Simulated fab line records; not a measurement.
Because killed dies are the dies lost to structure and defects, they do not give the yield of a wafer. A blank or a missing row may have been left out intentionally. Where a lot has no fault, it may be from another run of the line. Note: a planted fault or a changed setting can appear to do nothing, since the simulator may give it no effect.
What tool caused it?    flow sky130    14 lots (42 wafers sampled), 1 step of a 708-step route

## WHAT THE GAUGES SHOWED, per wafer
SKY_METAL3_CD_MEAS_13 targets a cd of 300 nm.
lot   measured      on        cdNm (nm)
L216  day 38 12:59  cdSem-01  299.9 299.3 299.8
L220  day 40 18:58  cdSem-01  298.9 298.3 299.9
L219  day 40 19:38  cdSem-01  299.8 298.9 300.5
L222  day 41 00:35  cdSem-01  302.8 302.1 302.2
L224  day 41 00:56  cdSem-02  300.7 300.3 298.9
L226  day 42 08:53  cdSem-02  298.1 299.3 300.0
L228  day 42 09:03  cdSem-01  301.3 301.8 303.1
L230  day 42 18:57  cdSem-02  298.5 298.4 299.6
L232  day 43 04:23  cdSem-01  298.6 300.4 299.6
L236  day 44 01:19  cdSem-02  300.8 301.6 301.5
L235  day 44 05:14  cdSem-02  301.0 301.8 302.4
L237  day 44 06:47  cdSem-01  299.9 298.9 299.3
L238  day 44 17:32  cdSem-01  300.9 301.5 300.9
L239  day 44 18:49  cdSem-02  301.5 299.8 303.0

## EACH LOT AND THE TOOL THAT RAN IT (in order: tool; ch and the chambers of the sampled wafers; start)
Record: no process step prior to these readings.

## AS READ BY THE TOOLS THEMSELVES (means over the sampled wafers that have a number; for cases with no such wafer, the mark the record gives instead)
The record holds no such reading with a usual standard deviation.

## THE ANSWER, worked out from the rows above alone
Rule: usual is defined by the lots themselves. The widest of any qualifying gaps counts: lots, ordered by their means at a reading, are off when they make up no more than a third of the lots, leave a main group of 4 or more, and stand apart from it by 3 or more times the standard deviation of that group's means. The tables above print the reading to a certain number of digits; a main group whose means all agree to those digits is not used. A lot without any number at a reading at which 4 lots or more have one is off too. All remaining lots with rows at the step are treated as sound. The gauges are gone through in route order, then the tools' own readings, and for those a lot's mean is taken as printed above. The first step at which some lot is off is used, and at that step the reading that is off furthest; a lot without a number counts as furthest.
Nothing can be told from this: no lot is off at any reading shown.

## WHAT WAS PUT IN BY THE SIMULATOR
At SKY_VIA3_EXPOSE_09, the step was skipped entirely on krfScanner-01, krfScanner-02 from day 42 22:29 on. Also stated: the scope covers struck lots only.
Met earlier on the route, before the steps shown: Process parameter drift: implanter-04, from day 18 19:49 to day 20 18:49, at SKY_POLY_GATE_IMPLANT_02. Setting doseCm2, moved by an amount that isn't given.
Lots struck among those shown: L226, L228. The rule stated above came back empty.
